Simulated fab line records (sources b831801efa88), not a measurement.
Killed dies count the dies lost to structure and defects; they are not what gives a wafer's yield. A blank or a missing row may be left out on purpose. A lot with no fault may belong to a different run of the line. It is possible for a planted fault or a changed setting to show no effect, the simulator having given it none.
Chamber matching    flow sky130    SKY_VIA1_CMP_02 on cmp-02 has 4 sister chambers
The step polishes SiO2. 4 wafers are shown with their chamber, then 7 later ones without.

== WAFERS WITH THEIR CHAMBER ==
wafer   chamber  motor current A (A)
L438.4  3        11.7
L439.1  0        14.0
L439.4  2        14.2
L440.1  1        12.8

== WAFERS WITHOUT THEIR CHAMBER ==
wafer   motor current A (A)
L440.2  11.4
L440.3  13.0
L441.1  12.1
L441.3  13.7
L441.5  13.2
L442.3  12.2
L442.6  11.8

== WHICH CHAMBER EACH WENT THROUGH ==
wafer    from the rows above            in truth
L440.2   3                              3
L440.3   1                              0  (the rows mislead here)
L441.1   can't be placed: 3 or 1        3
L441.3   can't be placed: 0 or 2 or 1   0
L441.5   can't be placed: 1 or 0 or 2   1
L442.3   can't be placed: 3 or 1        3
L442.6   3                              3
Correct placement for 2 of the 7. From these rows, 4 cannot be placed; in 4 the true chamber is one of the candidates. 1 placed wrongly.
How it was worked out, from the rows above alone: a wafer's distance from a chamber is the root of the sum, over the readings, of the square of ((its reading less the chamber's mean) divided by the reading's scatter). The wafer belongs to the nearest chamber; if the next one is less than 2 further off, it can't be placed. For every chamber, the mean is computed from those of its wafers that are shown. The scatter: root of mean squared gap, hidden wafer to nearest shown wafer, with one shown wafer a chamber.
